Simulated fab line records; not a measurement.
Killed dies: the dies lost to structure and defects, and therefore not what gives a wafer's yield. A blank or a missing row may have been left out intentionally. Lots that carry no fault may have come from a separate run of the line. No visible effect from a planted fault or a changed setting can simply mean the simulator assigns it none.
What tool caused it? | flow gf180mcu | 36 wafers from 12 lots sampled at 5 of the route's 602 steps

## WHAT THE GAUGES SHOWED, per wafer
GF_TOP_METAL_CD_MEAS_14 targets a cd of 440 nm.
lot  | measured     | on       | cdNm (nm)
L935 | day 28 10:14 | cdSem-02 | 437.3 440.2 438.6
L937 | day 28 16:40 | cdSem-01 | 440.6 440.6 441.0
L938 | day 28 23:29 | cdSem-01 | 442.2 439.4 440.8
L941 | day 30 00:43 | cdSem-01 | 473.9 475.5 473.4
L942 | day 30 02:27 | cdSem-02 | 475.0 474.2 474.6
L943 | day 30 08:28 | cdSem-02 | 475.8 478.3 477.9
L945 | day 31 01:35 | cdSem-01 | 459.6 458.7 458.8
L947 | day 31 12:32 | cdSem-02 | 440.5 438.7 441.6
L948 | day 32 01:23 | cdSem-02 | 440.3 441.7 439.4
L951 | day 32 18:41 | cdSem-01 | 439.4 441.0 440.2
L957 | day 34 05:34 | cdSem-01 | 438.6 438.4 440.0
L958 | day 34 07:14 | cdSem-02 | 445.2 443.8 445.9

## EACH LOT AND THE TOOL THAT RAN IT (in order: tool; ch and the chambers of the sampled wafers; start)
lot  | GF_V5_ETCH_17                                | GF_TOP_METAL_SPUTTER_01     | GF_TOP_METAL_SPUTTER_04     | GF_TOP_METAL_EXPOSE_11
L935 | rieDiel-03 ch 0,1,2, day 27 13:50 or earlier | pvdSputter-01, day 27 13:50 | pvdSputter-01, day 27 13:56 | ilineStepper-02 ch 0, day 28 00:11
L937 | rieDiel-01 ch 1,2,3, day 27 21:34 or earlier | pvdSputter-01, day 27 21:34 | pvdSputter-01, day 27 21:40 | ilineStepper-02 ch 0, day 28 06:46
L938 | rieDiel-02 ch 0,1,2, day 28 04:17 or earlier | pvdSputter-02, day 28 04:17 | pvdSputter-02, day 28 04:23 | ilineStepper-01 ch 0, day 28 14:11
L941 | rieDiel-01 ch 1,2,3, day 29 05:41 or earlier | pvdSputter-02, day 29 05:41 | pvdSputter-02, day 29 05:46 | ilineStepper-02 ch 0, day 29 15:46
L942 | rieDiel-02 ch 0,2,3, day 29 07:56 or earlier | pvdSputter-03, day 29 07:56 | pvdSputter-03, day 29 08:01 | ilineStepper-02 ch 0, day 29 17:36
L943 | rieDiel-02 ch 1,3, day 29 14:17 or earlier   | pvdSputter-03, day 29 14:17 | pvdSputter-03, day 29 14:23 | ilineStepper-02 ch 0, day 29 23:19
L945 | rieDiel-02 ch 0,1,3, day 30 07:50 or earlier | pvdSputter-03, day 30 07:50 | pvdSputter-03, day 30 07:56 | ilineStepper-02 ch 0, day 30 16:57
L947 | rieDiel-01 ch 1,2, day 30 19:14 or earlier   | pvdSputter-03, day 30 19:14 | pvdSputter-03, day 30 19:19 | ilineStepper-01 ch 0, day 31 04:26
L948 | rieDiel-03 ch 0,3, day 31 08:35 or earlier   | pvdSputter-02, day 31 08:35 | pvdSputter-02, day 31 08:41 | ilineStepper-01 ch 0, day 31 17:14
L951 | rieDiel-03 ch 0,1, day 32 02:10 or earlier   | pvdSputter-02, day 32 02:10 | pvdSputter-02, day 32 02:15 | ilineStepper-01 ch 0, day 32 10:23
L957 | rieDiel-01 ch 1,2,3, day 33 14:38 or earlier | pvdSputter-02, day 33 14:38 | pvdSputter-02, day 33 14:44 | ilineStepper-01 ch 0, day 33 22:26
L958 | rieDiel-03 ch 0,2,3, day 33 15:38 or earlier | pvdSputter-02, day 33 15:38 | pvdSputter-02, day 33 15:43 | ilineStepper-01 ch 0, day 33 23:31
- GF_V5_ETCH_17: etches SiO2 in C4F8/O2/Ar, stops on TiN, target depth 855 nm.
- GF_TOP_METAL_SPUTTER_01: material TiN, target thk 30 nm, time 25 s.
- GF_TOP_METAL_SPUTTER_04: material TiN, target thk 25 nm, time 20.8 s.
- GF_TOP_METAL_EXPOSE_11: exposes mask MetalTop, target cd 440 nm.

## AS READ BY THE TOOLS THEMSELVES (means over the sampled wafers that have a number; for cases with no such wafer, the mark the record gives instead)
GF_V5_ETCH_17.
lot  | tool       | oesProductAu (a.u.)
L935 | rieDiel-03 | 0.855
L937 | rieDiel-01 | 0.859
L938 | rieDiel-02 | 0.858
L941 | rieDiel-01 | 0.860
L942 | rieDiel-02 | 0.854
L943 | rieDiel-02 | 0.857
L945 | rieDiel-02 | 0.858
L947 | rieDiel-01 | 0.858
L948 | rieDiel-03 | 0.861
L951 | rieDiel-03 | 0.859
L957 | rieDiel-01 | 0.864
L958 | rieDiel-03 | 0.862

GF_TOP_METAL_SPUTTER_01.
lot  | tool          | throttleValvePct (%)
L935 | pvdSputter-01 | 28.9
L937 | pvdSputter-01 | 29.2
L938 | pvdSputter-02 | 29.4
L941 | pvdSputter-02 | 29.4
L942 | pvdSputter-03 | 30.2
L943 | pvdSputter-03 | 31.0
L945 | pvdSputter-03 | 29.9
L947 | pvdSputter-03 | 28.8
L948 | pvdSputter-02 | 29.6
L951 | pvdSputter-02 | 29.6
L957 | pvdSputter-02 | 30.0
L958 | pvdSputter-02 | 29.2

GF_TOP_METAL_SPUTTER_04.
lot  | tool          | throttleValvePct (%)
L935 | pvdSputter-01 | 29.2
L937 | pvdSputter-01 | 29.0
L938 | pvdSputter-02 | 29.4
L941 | pvdSputter-02 | 29.3
L942 | pvdSputter-03 | 30.2
L943 | pvdSputter-03 | 31.2
L945 | pvdSputter-03 | 29.9
L947 | pvdSputter-03 | 28.9
L948 | pvdSputter-02 | 29.8
L951 | pvdSputter-02 | 29.5
L957 | pvdSputter-02 | 29.7
L958 | pvdSputter-02 | 29.3

GF_TOP_METAL_EXPOSE_11.
lot  | tool            | exposureDoseMJCm2
L935 | ilineStepper-02 | 170.06
L937 | ilineStepper-02 | 169.87
L938 | ilineStepper-01 | 169.50
L941 | ilineStepper-02 | 150.31
L942 | ilineStepper-02 | 150.47
L943 | ilineStepper-02 | 150.30
L945 | ilineStepper-02 | 159.97
L947 | ilineStepper-01 | 170.05
L948 | ilineStepper-01 | 169.93
L951 | ilineStepper-01 | 169.85
L957 | ilineStepper-01 | 169.79
L958 | ilineStepper-01 | 170.03

## THE ANSWER, worked out from the rows above alone
Rule: the lots themselves supply what counts as usual. Put in order of their means at a reading, lots are off if they are a third of the lots or fewer, leave a main group of 4 or more, and stand apart from it by a gap of 3 or more times the standard deviation of the main group's means; of several such gaps the widest counts. Not used: any main group whose means are identical at the precision the tables above print for the reading. Also off: a lot with no number at a reading for which 4 or more lots have one. All remaining lots with rows at the step are treated as sound. After the gauges, taken in route order, come the tools' own readings; for these a lot's mean is taken, as printed above. The first step at which some lot is off is used, and at that step the reading that is off furthest; a lot without a number counts as furthest.
Off at GF_TOP_METAL_CD_MEAS_14 (cdNm): L941, L942, L943, L945. Main group: mean 440.6 nm, sd 1.8.
If a tool, at a process step before that reading, ran all the lots that are off and no sound lot after the first of them, it fits. The gauges at GF_TOP_METAL_CD_MEAS_14 aren't tried: what is off there is off at GF_TOP_METAL_EXPOSE_11 too, on other tools, and a gauge's error can't cause that. Because GF_V5_ETCH_17 lacks a start for some lots, the hours and order of its lots are taken from GF_TOP_METAL_SPUTTER_01. One candidate fits, namely ilineStepper-02 at GF_TOP_METAL_EXPOSE_11. Its last sound lot is L937 (day 28 06:46), its first lot that is off L941 (day 29 15:46): a fault that began between those two fits.
On the lots that are off, the tool's own readings at GF_TOP_METAL_EXPOSE_11 differ by more than 5 times the standard deviation of the sound lots' means, which bears it out; exposureDoseMJCm2 reads 152.76 there versus 169.88 on the sound lots.

## WHAT THE SIMULATOR HAD PUT IN
Process parameter drift: ilineStepper-02, from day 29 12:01 on, at GF_TOP_METAL_EXPOSE_11. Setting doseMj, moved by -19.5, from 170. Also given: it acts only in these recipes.
Shown lots that were struck: L941, L942, L943, L945. The rule given above showed the same thing.
